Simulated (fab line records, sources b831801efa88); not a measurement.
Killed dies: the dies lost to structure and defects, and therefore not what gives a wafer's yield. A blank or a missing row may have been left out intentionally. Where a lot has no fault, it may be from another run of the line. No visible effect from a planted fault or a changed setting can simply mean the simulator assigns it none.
Which tool was responsible? / flow gf180mcu / 13 lots with 39 wafers sampled at 4 steps, on a route of 602 steps

WHAT THE GAUGES READ, wafer by wafer
GF_HV_LDD_CD_MEAS_19: the cd target is 400 nm. Usual: 400.0 nm for cd-nm, sd 2.6.
lot=L950; measured=day 11 06:08; on=cd-sem-01; cd-nm (nm)=402.5 403.6 402.8; flag=
lot=L951; measured=day 11 07:08; on=cd-sem-01; cd-nm (nm)=400.6 399.8 401.0; flag=
lot=L954; measured=day 12 05:39; on=cd-sem-02; cd-nm (nm)=396.9 398.7 395.4; flag=
lot=L955; measured=day 12 13:09; on=cd-sem-01; cd-nm (nm)=398.0 395.8 397.6; flag=
lot=L957; measured=day 13 08:39; on=cd-sem-02; cd-nm (nm)=394.0 394.7 394.6; flag=
lot=L958; measured=day 13 13:10; on=cd-sem-01; cd-nm (nm)=400.2 399.7 398.6; flag=
lot=L959; measured=day 14 02:49; on=cd-sem-02; cd-nm (nm)=400.7 399.6 398.0; flag=
lot=L962; measured=day 14 21:06; on=cd-sem-01; cd-nm (nm)=402.7 401.8 404.0; flag=
lot=L963; measured=day 15 06:27; on=cd-sem-02; cd-nm (nm)=398.7 399.4 399.8; flag=
lot=L964; measured=day 15 12:02; on=cd-sem-02; cd-nm (nm)=397.2 396.6 396.0; flag=
lot=L965; measured=day 15 15:32; on=cd-sem-02; cd-nm (nm)=399.1 399.1 396.8; flag=
lot=L966; measured=day 16 04:56; on=cd-sem-02; cd-nm (nm)=400.2 399.3 398.7; flag=
lot=L972; measured=day 18 11:52; on=cd-sem-02; cd-nm (nm)=400.6 400.1 398.7; flag=

GF_PSD_CD_MEAS_07: the cd target is 400 nm. Usual: 398.5 nm for cd-nm, sd 2.3.
lot=L950; measured=day 14 16:29; on=cd-sem-01; cd-nm (nm)=397.4 399.0 395.6; flag=
lot=L951; measured=day 14 20:37; on=cd-sem-02; cd-nm (nm)=401.0 399.6 398.3; flag=
lot=L954; measured=day 15 20:17; on=cd-sem-01; cd-nm (nm)=403.7 405.0 404.0; flag=
lot=L955; measured=day 16 05:05; on=cd-sem-02; cd-nm (nm)=400.0 400.0 398.1; flag=
lot=L957; measured=day 17 02:08; on=cd-sem-02; cd-nm (nm)=399.2 397.6 400.4; flag=
lot=L958; measured=day 17 06:04; on=cd-sem-02; cd-nm (nm)=400.3 398.8 399.0; flag=
lot=L959; measured=day 17 23:07; on=cd-sem-01; cd-nm (nm)=397.0 397.2 398.5; flag=
lot=L962; measured=day 18 21:20; on=cd-sem-02; cd-nm (nm)=397.5 399.9 399.6; flag=
lot=L963; measured=day 19 08:10; on=cd-sem-01; cd-nm (nm)=398.0 397.8 401.4; flag=
lot=L964; measured=day 19 15:49; on=cd-sem-01; cd-nm (nm)=389.6 386.6 388.9; flag=OFF
lot=L965; measured=day 19 19:28; on=cd-sem-02; cd-nm (nm)=388.7 388.8 388.0; flag=OFF
lot=L966; measured=day 20 06:22; on=cd-sem-02; cd-nm (nm)=388.6 391.0 387.4; flag=OFF
lot=L972; measured=day 22 17:07; on=cd-sem-02; cd-nm (nm)=402.4 401.1 401.6; flag=

GF_PSD_RS_MEAS_14: measures by four-point-probe. Usual: NSD_RS gives 46.10 ohm/sq (standard deviation 0.12).
lot=L950; measured=day 14 17:06; on=film-metro-02; NSD_RS (ohm/sq)=45.95 45.94 46.01; flag=
lot=L951; measured=day 14 21:13; on=film-metro-04; NSD_RS (ohm/sq)=46.12 45.93 46.14; flag=
lot=L954; measured=day 15 20:53; on=film-metro-04; NSD_RS (ohm/sq)=46.14 46.18 46.21; flag=
lot=L955; measured=day 16 05:42; on=film-metro-01; NSD_RS (ohm/sq)=46.05 45.93 45.92; flag=
lot=L957; measured=day 17 02:44; on=film-metro-04; NSD_RS (ohm/sq)=46.29 46.20 46.19; flag=
lot=L958; measured=day 17 06:40; on=film-metro-02; NSD_RS (ohm/sq)=46.14 46.06 46.07; flag=
lot=L959; measured=day 17 23:43; on=film-metro-04; NSD_RS (ohm/sq)=46.34 46.29 46.40; flag=
lot=L962; measured=day 18 21:56; on=film-metro-02; NSD_RS (ohm/sq)=46.05 46.06 45.96; flag=
lot=L963; measured=day 19 08:46; on=film-metro-01; NSD_RS (ohm/sq)=45.97 45.84 45.97; flag=
lot=L964; measured=day 19 16:25; on=film-metro-04; NSD_RS (ohm/sq)=46.13 46.24 46.21; flag=
lot=L965; measured=day 19 20:47; on=film-metro-01; NSD_RS (ohm/sq)=45.99 45.94 45.96; flag=
lot=L966; measured=day 20 06:58; on=film-metro-04; NSD_RS (ohm/sq)=46.39 46.18 46.20; flag=
lot=L972; measured=day 22 17:43; on=film-metro-01; NSD_RS (ohm/sq)=46.03 46.06 46.00; flag=

EACH LOT AND THE TOOL THAT RAN IT (in order: tool; ch and the chambers of the sampled wafers; start)
lot=L950; GF_PSD_DEVELOP_06=litho-track-01 ch 0, day 14 16:20
lot=L951; GF_PSD_DEVELOP_06=litho-track-01 ch 0, day 14 20:28
lot=L954; GF_PSD_DEVELOP_06=litho-track-04 ch 0, day 15 20:08
lot=L955; GF_PSD_DEVELOP_06=litho-track-04 ch 0, day 16 04:56
lot=L957; GF_PSD_DEVELOP_06=litho-track-01 ch 0, day 17 01:59
lot=L958; GF_PSD_DEVELOP_06=litho-track-03 ch 0, day 17 05:56
lot=L959; GF_PSD_DEVELOP_06=litho-track-04 ch 0, day 17 22:59
lot=L962; GF_PSD_DEVELOP_06=litho-track-04 ch 0, day 18 21:11
lot=L963; GF_PSD_DEVELOP_06=litho-track-01 ch 0, day 19 08:01
lot=L964; GF_PSD_DEVELOP_06=litho-track-04 ch 0, day 19 15:40
lot=L965; GF_PSD_DEVELOP_06=litho-track-04 ch 0, day 19 19:19
lot=L966; GF_PSD_DEVELOP_06=litho-track-04 ch 0, day 20 06:13
lot=L972; GF_PSD_DEVELOP_06=litho-track-03 ch 0, day 22 16:58
- GF_PSD_DEVELOP_06: develop time 60 s.

AS READ BY THE TOOLS THEMSELVES (means over the sampled wafers that have a number; for cases with no such wafer, the mark the record gives instead)
GF_PSD_DEVELOP_06. Usual: 23.02 C for developer-temp-C, sd 0.1.
lot=L950; tool=litho-track-01; developer-temp-C (C)=22.98; flag=
lot=L951; tool=litho-track-01; developer-temp-C (C)=23.16; flag=
lot=L954; tool=litho-track-04; developer-temp-C (C)=22.89; flag=
lot=L955; tool=litho-track-04; developer-temp-C (C)=23.00; flag=
lot=L957; tool=litho-track-01; developer-temp-C (C)=23.06; flag=
lot=L958; tool=litho-track-03; developer-temp-C (C)=23.10; flag=
lot=L959; tool=litho-track-04; developer-temp-C (C)=23.06; flag=
lot=L962; tool=litho-track-04; developer-temp-C (C)=22.99; flag=
lot=L963; tool=litho-track-01; developer-temp-C (C)=22.86; flag=
lot=L964; tool=litho-track-04; developer-temp-C (C)=25.37; flag=OFF
lot=L965; tool=litho-track-04; developer-temp-C (C)=25.22; flag=OFF
lot=L966; tool=litho-track-04; developer-temp-C (C)=25.33; flag=OFF
lot=L972; tool=litho-track-03; developer-temp-C (C)=23.09; flag=

THE ANSWER, worked out from the rows above alone
Rule: a lot counts as off when the mean over its wafers that have a number is more than 3 standard deviations away from the usual mean. A lot without any number at a reading at which 4 lots or more have one is off too. All remaining lots with rows at the step are treated as sound. First the gauges in route order, then the tools' own readings, where a lot's mean is used as printed above. At the first step where some lot is off, the reading lying furthest off is the one used; lots without a number count as furthest.
Off: L964, L965, L966 (GF_PSD_CD_MEAS_07, cd-nm).
A tool fits if, at a process step before that reading, it ran every lot that is off, and no sound lot after the first of them. Not tried: the gauges at GF_PSD_CD_MEAS_07; whatever is off there is also off at GF_PSD_DEVELOP_06, on other tools, and gauge error can't account for it. One fits: litho-track-04 at GF_PSD_DEVELOP_06. A fault onset in the window from L962 (day 18 21:11, its last sound lot) to L964 (day 19 15:40, its first lot off) fits.
On the lots that are off, the tool's own readings at GF_PSD_DEVELOP_06 differ by more than 5 times the standard deviation of the sound lots' means, which bears it out; developer-temp-C reads 25.31 C there versus 23.02 C on the sound lots.

WHAT WAS PUT IN BY THE SIMULATOR
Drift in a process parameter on litho-track-04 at GF_PSD_DEVELOP_06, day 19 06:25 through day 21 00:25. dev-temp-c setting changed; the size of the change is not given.
Struck lots among those shown: L964, L965, L966. The same result came from the rule above.
